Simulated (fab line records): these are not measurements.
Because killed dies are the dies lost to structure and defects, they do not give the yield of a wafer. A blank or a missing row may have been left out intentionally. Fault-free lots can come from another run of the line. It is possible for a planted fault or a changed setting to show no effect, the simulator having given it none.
fab line records + flow sky130
record:
- lots: 14
- wafers: 42
- last-day: 50
route steps=708 shown METAL1@449 VIA1@461
lots with no fault: from the same line, run without faults
start-h: hours from the record's opening day to when the first of the lot's shown wafers began + wait-h: time in hours since the lot's previous step + " identical to the entry in the row above + L1.1+2: one row covering several wafers at once + - no value, or no start was given + * or withheld: withheld + < > ~ a bound
route shown NAME@n: a module of which the file shows steps, and the number in the route of the first + usual: average and standard deviation across the fault-free wafers + same: alike in all rows + chamber/n: place in a boat + sites: the reading at each site + _std_site: how widely they spread, as a standard deviation + _edge_site: mean of outer sites minus mean of inner sites + radius-mm: how far each site lies from the wafer's centre + mask NAME#n: copy n + behind: the tool/chamber that last shaped the wafer + hold: why the lot went on hold/how many hours it stayed there/how the hold came to an end + device: the n, p or np transistor that did not switch + end of line: tests of these same wafers at the route's end + a step without rows: its recipe alone + killed: the dies lost at the first sort to structure and to defects; this is not the yield of the wafer + map: a wafer's dies, marking killed ones x, the rest . and places with no die _
set.NAME: the setting that was run; set.NAME@STEP: the one run at that earlier step + model.NAME: the simulator's own value behind a step, which no gauge read
steps of the route over a sample of lots; a table a step, a row a wafer
services: when a tool's chamber went out of use (start-h, in hours from the record's first day, below 0 if earlier), for how many hours, and the reason
== steps ==
step: SKY_METAL1_CD_MEAS_15
recipe:
- target-cd-nm: 140
usual:
- cd-nm: 140.8/1.4
| lot.wafer | tool      | chamber | start-h | wait-h | cd-nm |
|-----------|-----------|---------|---------|--------|-------|
| L398.3    | cd-sem-01 | -       | 760.97  | -      | 140.3 |
| L398.5    | "         | -       | "       | "      | 139.2 |
| L398.6    | "         | -       | "       | "      | 140.0 |
| L399.1    | cd-sem-02 | -       | 774.37  | -      | 143.3 |
| L399.2    | "         | -       | "       | "      | 141.1 |
| L399.5    | "         | -       | "       | "      | 139.9 |
| L400.2    | cd-sem-01 | -       | 776.58  | -      | 140.3 |
| L400.3    | "         | -       | "       | "      | 142.3 |
| L400.5    | "         | -       | "       | "      | 139.6 |
| L401.1    | cd-sem-01 | -       | 788.52  | -      | 139.3 |
| L401.4    | "         | -       | "       | "      | 141.8 |
| L401.5    | "         | -       | "       | "      | 140.0 |
| L402.1    | cd-sem-01 | -       | 791.21  | -      | 144.5 |
| L402.2    | "         | -       | "       | "      | 142.6 |
| L402.5    | "         | -       | "       | "      | 142.7 |
| L403.1    | cd-sem-02 | -       | 818.51  | -      | 141.1 |
| L403.2    | "         | -       | "       | "      | 138.2 |
| L403.6    | "         | -       | "       | "      | 140.9 |
| L405.1    | cd-sem-01 | -       | 822.68  | -      | 139.8 |
| L405.4    | "         | -       | "       | "      | 137.9 |
| L405.6    | "         | -       | "       | "      | 138.9 |
| L413.1    | cd-sem-02 | -       | 882.43  | -      | 138.5 |
| L413.4    | "         | -       | "       | "      | 139.4 |
| L413.6    | "         | -       | "       | "      | 139.8 |
| L414.1    | cd-sem-02 | -       | 885.13  | -      | 140.6 |
| L414.2    | "         | -       | "       | "      | 141.6 |
| L414.5    | "         | -       | "       | "      | 141.6 |
| L416.2    | cd-sem-02 | -       | 902.25  | -      | 141.0 |
| L416.5    | "         | -       | "       | "      | 140.2 |
| L416.6    | "         | -       | "       | "      | 139.0 |
| L417.1    | cd-sem-01 | -       | 907.33  | -      | 141.3 |
| L417.2    | "         | -       | "       | "      | 141.7 |
| L417.4    | "         | -       | "       | "      | 140.8 |
| L418.2    | cd-sem-02 | -       | 930.49  | -      | 142.6 |
| L418.3    | "         | -       | "       | "      | 141.1 |
| L418.4    | "         | -       | "       | "      | 142.8 |
| L420.3    | cd-sem-02 | -       | 933.75  | -      | 143.0 |
| L420.4    | "         | -       | "       | "      | 143.3 |
| L420.5    | "         | -       | "       | "      | 143.7 |
| L419.3    | cd-sem-02 | -       | 934.10  | -      | 141.7 |
| L419.4    | "         | -       | "       | "      | 140.0 |
| L419.5    | "         | -       | "       | "      | 139.9 |
step: SKY_VIA1_BOW_MEAS_03
recipe:
- mode: bow
usual:
- VIA1_BOW: 80/7.6
| lot.wafer | tool          | chamber | start-h | wait-h | VIA1_BOW[um] |
|-----------|---------------|---------|---------|--------|--------------|
| L398.3    | film-metro-04 | -       | 762.38  | 0.2    | 82           |
| L398.5    | "             | -       | "       | "      | 72           |
| L398.6    | "             | -       | "       | "      | 85           |
| L399.1    | film-metro-04 | -       | 775.77  | 0.2    | 82           |
| L399.2    | "             | -       | "       | "      | 89           |
| L399.5    | "             | -       | "       | "      | 88           |
| L400.2    | film-metro-03 | -       | 777.98  | 0.3    | 71           |
| L400.3    | "             | -       | "       | "      | 80           |
| L400.5    | "             | -       | "       | "      | 91           |
| L401.1    | film-metro-02 | -       | 789.96  | 0.1    | 72           |
| L401.4    | "             | -       | "       | "      | 84           |
| L401.5    | "             | -       | "       | "      | 73           |
| L402.1    | film-metro-04 | -       | 792.75  | 0.1    | 76           |
| L402.2    | "             | -       | "       | "      | 67           |
| L402.5    | "             | -       | "       | "      | 87           |
| L403.1    | film-metro-03 | -       | 820.08  | 0.2    | 84           |
| L403.2    | "             | -       | "       | "      | 72           |
| L403.6    | "             | -       | "       | "      | 95           |
| L405.1    | film-metro-03 | -       | 824.28  | 0.1    | 81           |
| L405.4    | "             | -       | "       | "      | 67           |
| L405.6    | "             | -       | "       | "      | 76           |
| L413.1    | film-metro-04 | -       | 883.84  | 0.1    | 89           |
| L413.4    | "             | -       | "       | "      | 71           |
| L413.6    | "             | -       | "       | "      | 95           |
| L414.1    | film-metro-04 | -       | 886.57  | 0.1    | 81           |
| L414.2    | "             | -       | "       | "      | 73           |
| L414.5    | "             | -       | "       | "      | 72           |
| L416.2    | film-metro-04 | -       | 903.70  | 0.2    | 78           |
| L416.5    | "             | -       | "       | "      | 69           |
| L416.6    | "             | -       | "       | "      | 75           |
| L417.1    | film-metro-02 | -       | 908.78  | 0.1    | 77           |
| L417.2    | "             | -       | "       | "      | 89           |
| L417.4    | "             | -       | "       | "      | 95           |
| L418.2    | film-metro-04 | -       | 931.90  | 0.1    | 91           |
| L418.3    | "             | -       | "       | "      | 93           |
| L418.4    | "             | -       | "       | "      | 83           |
| L420.3    | film-metro-04 | -       | 935.27  | 0.2    | 79           |
| L420.4    | "             | -       | "       | "      | 66           |
| L420.5    | "             | -       | "       | "      | 85           |
| L419.3    | film-metro-03 | -       | 935.59  | 0.3    | 80           |
| L419.4    | "             | -       | "       | "      | 74           |
| L419.5    | "             | -       | "       | "      | 90           |
step: SKY_VIA1_CD_MEAS_12
recipe:
- target-cd-nm: 150
usual:
- cd-nm: 149.7/1.7
| lot.wafer | tool      | chamber | start-h | wait-h | cd-nm |
|-----------|-----------|---------|---------|--------|-------|
| L398.3    | cd-sem-01 | -       | 789.55  | -      | 150.2 |
| L398.5    | "         | -       | "       | "      | 147.7 |
| L398.6    | "         | -       | "       | "      | 149.8 |
| L399.1    | cd-sem-02 | -       | 802.25  | -      | 151.3 |
| L399.2    | "         | -       | "       | "      | 151.7 |
| L399.5    | "         | -       | "       | "      | 151.7 |
| L400.2    | cd-sem-01 | -       | 804.28  | -      | 149.6 |
| L400.3    | "         | -       | "       | "      | 147.5 |
| L400.5    | "         | -       | "       | "      | 149.9 |
| L401.1    | cd-sem-02 | -       | 815.95  | -      | 150.6 |
| L401.4    | "         | -       | "       | "      | 152.6 |
| L401.5    | "         | -       | "       | "      | 151.4 |
| L402.1    | cd-sem-01 | -       | 819.48  | -      | 148.9 |
| L402.2    | "         | -       | "       | "      | 148.3 |
| L402.5    | "         | -       | "       | "      | 147.4 |
| L403.1    | cd-sem-02 | -       | 845.08  | -      | 149.8 |
| L403.2    | "         | -       | "       | "      | 149.3 |
| L403.6    | "         | -       | "       | "      | 149.2 |
| L405.1    | cd-sem-01 | -       | 850.43  | -      | 146.3 |
| L405.4    | "         | -       | "       | "      | 146.8 |
| L405.6    | "         | -       | "       | "      | 146.7 |
| L413.1    | cd-sem-02 | -       | 909.80  | -      | 149.0 |
| L413.4    | "         | -       | "       | "      | 148.7 |
| L413.6    | "         | -       | "       | "      | 149.1 |
| L414.1    | cd-sem-02 | -       | 911.83  | -      | 149.8 |
| L414.2    | "         | -       | "       | "      | 151.1 |
| L414.5    | "         | -       | "       | "      | 150.8 |
| L416.2    | cd-sem-02 | -       | 928.22  | -      | 150.3 |
| L416.5    | "         | -       | "       | "      | 152.2 |
| L416.6    | "         | -       | "       | "      | 151.6 |
| L417.1    | cd-sem-01 | -       | 933.78  | -      | 147.9 |
| L417.2    | "         | -       | "       | "      | 148.5 |
| L417.4    | "         | -       | "       | "      | 147.7 |
| L418.2    | cd-sem-01 | -       | 956.33  | -      | 152.7 |
| L418.3    | "         | -       | "       | "      | 153.3 |
| L418.4    | "         | -       | "       | "      | 152.6 |
| L420.3    | cd-sem-01 | -       | 959.34  | -      | 148.3 |
| L420.4    | "         | -       | "       | "      | 149.4 |
| L420.5    | "         | -       | "       | "      | 148.7 |
| L419.3    | cd-sem-02 | -       | 959.69  | -      | 146.5 |
| L419.4    | "         | -       | "       | "      | 147.9 |
| L419.5    | "         | -       | "       | "      | 146.4 |
step: SKY_VIA1_ETCH_15
recipe:
- target: SiO2
- chemistry: C4F8/O2/Ar
- target-depth-nm: 351
- stop-on: TiN
- mask-material: KrF-thick
- source-w: 1500
- bias-w: 1200
- pressure-mtorr: 40
- c4f8-flow-sccm: withheld
- O2_flow_sccm: 6
- Ar_flow_sccm: 300
- time-s: 54
usual:
- bias-w: 1199/3.5
- chamber-pressure-mTorr: 40.00/0.035
- oes-product-au: 0.979/0.0067
| lot.wafer | tool        | chamber | start-h | wait-h | bias-w | chamber-pressure-mTorr | oes-product-au | rf-hours-counter-h |
|-----------|-------------|---------|---------|--------|--------|------------------------|----------------|--------------------|
| L398.3    | rie-diel-02 | 0       | 789.73  | 0.0    | 1201   | 39.98                  | 0.962          | 18                 |
| L398.5    | "           | 1       | "       | "      | 1203   | 40.04                  | 0.977          | -                  |
| L398.6    | "           | 0       | "       | "      | 1205   | 39.99                  | 0.977          | -                  |
| L399.1    | rie-diel-03 | 0       | 802.45  | 0.0    | 1195   | 40.00                  | 0.968          | 0                  |
| L399.2    | "           | 2       | "       | "      | 1201   | 40.02                  | 0.975          | 7                  |
| L399.5    | "           | 1       | "       | "      | 1196   | 39.99                  | 0.979          | -                  |
| L400.2    | rie-diel-03 | 3       | 804.46  | 0.0    | 1197   | 40.00                  | 0.991          | 14                 |
| L400.3    | "           | 0       | "       | "      | 1197   | 40.02                  | 0.974          | 0                  |
| L400.5    | "           | 3       | "       | "      | 1194   | 40.01                  | 0.985          | -                  |
| L401.1    | rie-diel-02 | 2       | 816.15  | 0.0    | 1202   | 39.97                  | 0.975          | 9                  |
| L401.4    | "           | 3       | "       | "      | 1200   | 40.04                  | 0.984          | -                  |
| L401.5    | "           | 0       | "       | "      | 1195   | 40.02                  | 0.966          | -                  |
| L402.1    | rie-diel-04 | 0       | 819.68  | 0.0    | 1198   | 40.06                  | 0.988          | 17                 |
| L402.2    | "           | 1       | "       | "      | 1199   | 40.01                  | 0.991          | 9                  |
| L402.5    | "           | 0       | "       | "      | 1202   | 39.98                  | 0.987          | -                  |
| L403.1    | rie-diel-04 | 1       | 845.28  | 0.0    | 1202   | 40.02                  | 0.980          | 10                 |
| L403.2    | "           | 0       | "       | "      | 1202   | 40.02                  | 0.978          | 17                 |
| L403.6    | "           | 1       | "       | "      | 1205   | 40.02                  | 0.979          | -                  |
| L405.1    | rie-diel-04 | 0       | 850.63  | 0.0    | 1206   | 39.92                  | 0.977          | 18                 |
| L405.4    | "           | 2       | "       | "      | 1199   | 39.92                  | 0.982          | 13                 |
| L405.6    | "           | 3       | "       | "      | 1201   | 40.01                  | 0.977          | -                  |
| L413.1    | rie-diel-04 | 1       | 910.00  | 0.0    | -      | -                      | -              | -                  |
| L413.4    | "           | 2       | "       | "      | -      | -                      | -              | -                  |
| L413.6    | "           | 0       | "       | "      | -      | -                      | -              | -                  |
| L414.1    | rie-diel-04 | 3       | 912.03  | 0.0    | -      | -                      | -              | -                  |
| L414.2    | "           | 2       | "       | "      | -      | -                      | -              | -                  |
| L414.5    | "           | 0       | "       | "      | -      | -                      | -              | -                  |
| L416.2    | rie-diel-02 | 0       | 928.40  | 0.0    | 1201   | 39.99                  | 0.970          | 22                 |
| L416.5    | "           | 2       | "       | "      | 1203   | 40.02                  | 0.981          | -                  |
| L416.6    | "           | 1       | "       | "      | 1204   | 39.98                  | 0.980          | -                  |
| L417.1    | rie-diel-02 | 3       | 933.98  | 0.0    | 1201   | 39.96                  | 0.979          | 10                 |
| L417.2    | "           | 2       | "       | "      | 1194   | 40.06                  | 0.989          | 13                 |
| L417.4    | "           | 1       | "       | "      | 1191   | 39.99                  | 0.985          | 4                  |
| L418.2    | rie-diel-04 | 0       | 956.51  | 0.0    | 1198   | 39.98                  | 0.979          | 20                 |
| L418.3    | "           | 2       | "       | "      | 1196   | 40.07                  | 0.979          | 16                 |
| L418.4    | "           | 1       | "       | "      | 1200   | 40.07                  | 0.983          | 13                 |
| L420.3    | rie-diel-04 | 1       | 959.50  | 0.0    | 1198   | 40.00                  | 0.985          | 13                 |
| L420.4    | "           | 0       | "       | "      | 1193   | 40.02                  | 0.980          | 20                 |
| L420.5    | "           | 1       | "       | "      | 1200   | 39.95                  | 0.976          | -                  |
| L419.3    | rie-diel-03 | 1       | 959.85  | 0.0    | 1201   | 40.03                  | 0.990          | 14                 |
| L419.4    | "           | 3       | "       | "      | 1197   | 40.04                  | 0.982          | 18                 |
| L419.5    | "           | 0       | "       | "      | 1201   | 40.01                  | 0.988          | -                  |
step: SKY_VIA1_STRIP_16
recipe:
- chemistry: O2/N2
- power-w: 1400
- pressure-mtorr: 1500
- platen-temp-c: withheld
- o2-flow-sccm: 3000
- n2-flow-sccm: 300
- overash-fraction: 0.5
usual:
- drypump-motor-current-A: 5.75/0.25
- oes-product-au: 0.416/0.0045
- strip-time-to-endpoint-s: 4.462/0.025
| lot.wafer | tool            | chamber | start-h | wait-h | drypump-motor-current-A | oes-product-au | rf-hours-counter-h | strip-time-to-endpoint-s |
|-----------|-----------------|---------|---------|--------|-------------------------|----------------|--------------------|--------------------------|
| L398.3    | plasma-asher-04 | 0       | 789.81  | 0.1    | 6.24                    | 0.415          | -                  | 4.496                    |
| L398.5    | "               | 1       | "       | "      | 5.79                    | 0.415          | -                  | 4.503                    |
| L398.6    | "               | 0       | "       | "      | 6.23                    | 0.415          | -                  | 4.502                    |
| L399.1    | plasma-asher-02 | 0       | 802.49  | 0.0    | 5.61                    | 0.425          | 60                 | 4.532                    |
| L399.2    | "               | 1       | "       | "      | 5.50                    | 0.426          | 60                 | 4.465                    |
| L399.5    | "               | 0       | "       | "      | 5.63                    | 0.418          | -                  | 4.490                    |
| L400.2    | plasma-asher-01 | 1       | 804.50  | 0.0    | 5.84                    | 0.414          | 40                 | 4.439                    |
| L400.3    | "               | 1       | "       | "      | 5.87                    | 0.416          | -                  | 4.491                    |
| L400.5    | "               | 1       | "       | "      | 5.84                    | 0.417          | -                  | 4.440                    |
| L401.1    | plasma-asher-02 | 0       | 816.19  | 0.0    | 5.62                    | 0.421          | 60                 | 4.434                    |
| L401.4    | "               | 0       | "       | "      | 5.64                    | 0.408          | -                  | 4.434                    |
| L401.5    | "               | 1       | "       | "      | 5.50                    | 0.426          | -                  | 4.480                    |
| L402.1    | plasma-asher-02 | 1       | 819.73  | 0.0    | 5.49                    | 0.414          | 61                 | 4.481                    |
| L402.2    | "               | 0       | "       | "      | 5.61                    | 0.418          | 61                 | 4.466                    |
| L402.5    | "               | 1       | "       | "      | 5.50                    | 0.417          | -                  | 4.478                    |
| L403.1    | plasma-asher-01 | 1       | 845.33  | 0.0    | 5.81                    | 0.420          | 44                 | 4.427                    |
| L403.2    | "               | 0       | "       | "      | 5.61                    | 0.424          | 44                 | 4.452                    |
| L403.6    | "               | 1       | "       | "      | 5.86                    | 0.416          | -                  | 4.440                    |
| L405.1    | plasma-asher-04 | 0       | 850.68  | 0.0    | 6.25                    | 0.418          | 107                | 4.436                    |
| L405.4    | "               | 1       | "       | "      | 5.80                    | 0.415          | -                  | 4.451                    |
| L405.6    | "               | 0       | "       | "      | 6.23                    | 0.423          | -                  | 4.457                    |
| L413.1    | plasma-asher-02 | 0       | 910.05  | 0.0    | 5.63                    | 0.442          | 71                 | 5.182                    |
| L413.4    | "               | 1       | "       | "      | 5.51                    | 0.445          | -                  | 5.209                    |
| L413.6    | "               | 0       | "       | "      | 5.63                    | 0.447          | -                  | 5.214                    |
| L414.1    | plasma-asher-04 | 0       | 912.08  | 0.0    | 6.22                    | 0.447          | 112                | 5.198                    |
| L414.2    | "               | 1       | "       | "      | 5.79                    | 0.446          | 112                | 5.195                    |
| L414.5    | "               | 1       | "       | "      | 5.79                    | 0.441          | -                  | 5.203                    |
| L416.2    | plasma-asher-04 | 0       | 928.45  | 0.0    | 6.20                    | 0.412          | 114                | 4.473                    |
| L416.5    | "               | 1       | "       | "      | 5.78                    | 0.418          | -                  | 4.475                    |
| L416.6    | "               | 0       | "       | "      | 6.22                    | 0.415          | -                  | 4.447                    |
| L417.1    | plasma-asher-01 | 1       | 934.03  | 0.0    | 5.85                    | 0.414          | 51                 | 4.433                    |
| L417.2    | "               | 0       | "       | "      | 5.60                    | 0.420          | 51                 | 4.447                    |
| L417.4    | "               | 1       | "       | "      | 5.82                    | 0.413          | -                  | 4.470                    |
| L418.2    | plasma-asher-04 | 1       | 956.56  | 0.0    | 5.79                    | 0.415          | 117                | 4.435                    |
| L418.3    | "               | 1       | "       | "      | 5.79                    | 0.422          | -                  | 4.446                    |
| L418.4    | "               | 0       | "       | "      | 6.20                    | 0.412          | -                  | 4.430                    |
| L420.3    | plasma-asher-02 | 0       | 959.58  | 0.1    | 5.62                    | 0.417          | -                  | 4.483                    |
| L420.4    | "               | 1       | "       | "      | 5.50                    | 0.422          | -                  | 4.469                    |
| L420.5    | "               | 0       | "       | "      | 5.62                    | 0.417          | -                  | 4.465                    |
| L419.3    | plasma-asher-04 | 0       | 959.93  | 0.1    | 6.24                    | 0.421          | -                  | 4.459                    |
| L419.4    | "               | 1       | "       | "      | 5.79                    | 0.415          | -                  | 4.418                    |
| L419.5    | "               | 1       | "       | "      | 5.78                    | 0.409          | -                  | 4.478                    |
== services ==
| tool            | chamber | start-h | hours | kind           |
|-----------------|---------|---------|-------|----------------|
| rie-diel-03     | 3       | 769.88  | 3.0   | repair         |
| rie-diel-03     | 0       | 780.64  | -     | clean          |
| rie-diel-03     | 0       | 780.64  | 20.1  | scheduled-down |
| rie-diel-03     | 0       | 780.64  | 20.1  | vent-cycle     |
| rie-diel-04     | -       | 794.95  | 2.3   | repair         |
| rie-diel-03     | 1       | 803.07  | 5.4   | repair         |
| rie-diel-02     | 1       | 808.25  | -     | clean          |
| rie-diel-02     | 1       | 808.25  | 15.7  | scheduled-down |
| rie-diel-02     | 1       | 808.25  | 15.7  | vent-cycle     |
| rie-diel-04     | 3       | 853.37  | 7.4   | repair         |
| rie-diel-02     | 0       | 855.87  | 4.3   | repair         |
| rie-diel-02     | 1       | 857.86  | 3.7   | repair         |
| rie-diel-04     | 0       | 881.71  | 4.0   | repair         |
| rie-diel-04     | 3       | 887.79  | 5.6   | repair         |
| rie-diel-03     | 0       | 899.35  | 15.1  | repair         |
| plasma-asher-01 | -       | 901.30  | 12.1  | repair         |
| plasma-asher-04 | -       | 903.41  | 7.3   | repair         |
| rie-diel-02     | -       | 917.63  | 0.2   | repair         |
| rie-diel-02     | 0       | 922.45  | 3.1   | repair         |
| rie-diel-04     | 0       | 935.67  | 9.3   | repair         |
== key ==
first-sign:
- step: SKY_VIA1_ETCH_15
- reading: tool-record
- direction: missing
effect:
- step: SKY_VIA1_STRIP_16
- reading: strip-time-to-endpoint-s
- direction: up
- sigmas: 29
- usual: *
- struck: *
met-at SKY_VIA1_ETCH_15
struck-lots L413,L414
later-rows-left-out L413.1,L413.4,L413.6,L414.1,L414.2,L414.5
sort-left-out L413.1,L413.4,L413.6,L414.1,L414.2,L414.5
not-acting-at SKY_METAL1_CD_MEAS_15,SKY_VIA1_BOW_MEAS_03,SKY_VIA1_CD_MEAS_12
onset-between 850.63 910.00
fault:
- kind: skipped-step-whole
- tool: rie-diel-04
- chamber: -
- onset-h: 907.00
- steps: SKY_VIA1_ETCH_15
- scope: struck-lots-only
sort-left-out: the simulated sort isn't trusted on such a fault, so these wafers' sort isn't shown, and their yield isn't known
later-rows-left-out: the simulator's readings of these wafers behind a module that went badly wrong aren't trusted and aren't shown, but for the sort
